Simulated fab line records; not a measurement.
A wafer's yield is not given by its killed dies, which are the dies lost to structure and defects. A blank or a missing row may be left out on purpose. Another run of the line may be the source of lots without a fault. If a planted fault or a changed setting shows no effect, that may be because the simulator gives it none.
Struck lot and sound lot, side by side -- flow sky130 -- 25 steps out of a route of 708
Sound: wafers L483.1, L483.3, L483.4. Struck: wafer L475.6. (L475.1, L475.4 of the same lot were not struck and are left out.) The cause comes at the end.
For every step that has rows: the tool of each side, followed by ch and its chambers, followed by its first start. Under that, the readings that differ: sound wafers -- struck wafers -- difference of the means -- sigmas: that difference in standard deviations of wafers without a fault.
alike: readings whose means differ by less than 2 such deviations, and words and numbers that are the same on both sides. not compared: withheld readings, readings that some wafer has no value for, bounds like >300 that may hide the same value, and numbers for which the record gives no deviation and whose values overlap.
A row with sigmas, a row that says differs or no value, or rows on one side alone: a step with any of these is where the two part. Numbers that don't overlap but have no deviation are shown without sigmas and don't part them. Lack of a reading on every wafer of one side parts them only where that side has two or more wafers.

first, 2 steps without rows for these wafers: SKY_RES_PROTECT_DEVELOP_06 (develop time 60 s); SKY_POLY_GATE_IMPLANT_02.
SKY_RES_PROTECT_STRIP_07: strips in O2/N2.
  sound on plasma_asher-01 ch 0,1, day 21 15:17; struck on plasma_asher-01 ch 0, day 18 19:20
  alike: drypump_motor_current_A, oes_product_au, strip_time_to_endpoint_s
  not compared: rf_hours_counter_h
SKY_RES_PROTECT_TW_MEAS_08:
  sound on film_metro-03 at day 21 15:23; struck on film_metro-01 at day 18 19:26
  alike: POLY_GATE_TW
then, 2 steps without rows for these wafers: SKY_RES_PROTECT_CLEAN_09 (cleans in SC1/SC2, time 150 s); SKY_POLY_GATE_CVD_03 (deposits Si3N4 from DCS/NH3, target thk 75 nm, time 1290 s).
SKY_POLY_GATE_THK_MEAS_04:
  sound on film_metro-03 at day 21 16:51; struck on film_metro-04 at day 18 20:57
reading,sound,struck,difference,sigmas
POLY_GATE_CVD_03_THK (nm),75.6 74.9 75.1,73.5,-1.7,-2
then, 5 steps without rows for these wafers: SKY_POLY_GATE_DEHYDRATE_05 (time 60 s); SKY_POLY_GATE_HMDS_06 (prime time 60 s); SKY_POLY_GATE_COAT_07 (resist thk 110 nm); SKY_POLY_GATE_COAT_08 (resist thk 450 nm); SKY_POLY_GATE_SOFTBAKE_09 (time 90 s).
SKY_POLY_GATE_EXPOSE_10: exposes mask P1M, target cd 150 nm.
  sound on krf_scanner-01 ch 0, day 22 08:23; struck on krf_scanner-02 ch 0, day 19 12:11
  alike: mask, reticle_temp_C
then, 2 steps without rows for these wafers: SKY_POLY_GATE_PEB_11; SKY_POLY_GATE_DEVELOP_12 (develop time 60 s).
SKY_POLY_GATE_CD_MEAS_13: target cd 150 nm.
  sound on cd_sem-02 at day 22 22:47; struck on cd_sem-01 at day 20 03:52
reading,sound,struck,difference,sigmas
cd_nm (nm),150.7 152.5 151.0,97.9,-53.5,-41
  not compared: hold
SKY_POLY_GATE_OVL_MEAS_14:
  sound on overlay-02 at day 22 22:54; struck on overlay-02 at day 20 09:22
reading,sound,struck,difference,sigmas
hold,- - -,await_dispo/5.4h/release,no value on the sound wafers,
  alike: POLY_GATE_OVL
SKY_POLY_GATE_ETCH_15: etches BARC in N2/H2, stops on SiO2, time 118.5 s, target depth 110 nm.
  sound on rie_diel-01 ch 1,2,3, day 22 22:56; struck on rie_diel-01 ch 2, day 20 09:25
reading,sound,struck,difference,sigmas
model.POLY_GATE.cd_nm (nm),151.3 153 151.5,98.09,-53.84,
  alike: drypump_motor_current_A, oes_product_au, throttle_valve_pct
  not compared: rf_hours_counter_h
SKY_POLY_GATE_ETCH_16: etches Si3N4 in CH3F/O2, stops on poly-Si, time 147.5 s, target depth 75 nm.
  sound on rie_diel-01 ch 1,2,3, day 22 23:01; struck on rie_diel-01 ch 2, day 20 09:29
  alike: drypump_motor_current_A, oes_product_au, throttle_valve_pct
  not compared: rf_hours_counter_h
SKY_POLY_GATE_ETCH_17: etches poly-Si in HBr/Cl2, stops on SiO2, target depth 180 nm, time 70.5 s.
  sound on rie_si-02 ch 0,1,3, day 22 23:07; struck on rie_si-02 ch 0, day 20 09:35
reading,sound,struck,difference,sigmas
oes_product_au (a.u.),0.985 0.989 0.984,0.973,-0.013,-2
model.POLY_GATE.cd_nm (nm),151.8 153.6 150.3,96.15,-55.75,
  alike: drypump_motor_current_A, throttle_valve_pct
  not compared: rf_hours_counter_h
SKY_POLY_GATE_STRIP_18: strips in O2/N2.
  sound on plasma_asher-03 ch 0,1, day 22 23:11; struck on plasma_asher-02 ch 1, day 20 09:44
  alike: drypump_motor_current_A, oes_product_au, strip_time_to_endpoint_s
  not compared: rf_hours_counter_h
then, 2 steps without rows for these wafers: SKY_POLY_GATE_CLEAN_19 (cleans in SC1/SC2, time 150 s); SKY_POLY_GATE_OXIDATION_20 (stabilise 600 s, purge 300 s, target thk 4 nm).
SKY_POLY_GATE_CD_MEAS_22:
  sound on cd_sem-01 at day 23 01:05; struck on cd_sem-02 at day 20 12:54
reading,sound,struck,difference,sigmas
cd_nm (nm),151.7 153.7 150.3,96.2,-55.7,-31
  not compared: hold
-- here the record skips 28 days between the struck wafers' starts before and after, leaving off in module POLY_GATE and picking up in module PAD_OPEN (first step shown: number 708 of the route) --
SKY_PAD_OPEN_PROBE_99:
  sound on prober-01 at day 49 19:41; struck on prober-01 at day 48 03:34
reading,sound,struck,difference,sigmas
hold,- - -,await_dispo/3.5h/release,no value on the sound wafers,
killed_at_M4_up,8 6 4,2,-4,-2
killed_at_front_end,11 7 9,422,+413,+90
killed_dies,82 61 82,492,+417,+43
killed_on_rim,21 9 18,96,+80,+20
killed_open,42 28 41,60,+23,+3
  alike: killed_at_M0_to_M3, killed_at_contacts, killed_at_other, killed_short

WHERE THEY PART
Last at SKY_PAD_OPEN_PROBE_99 as far as this record goes, first at SKY_POLY_GATE_THK_MEAS_04.

WHY: the cause the simulator had injected
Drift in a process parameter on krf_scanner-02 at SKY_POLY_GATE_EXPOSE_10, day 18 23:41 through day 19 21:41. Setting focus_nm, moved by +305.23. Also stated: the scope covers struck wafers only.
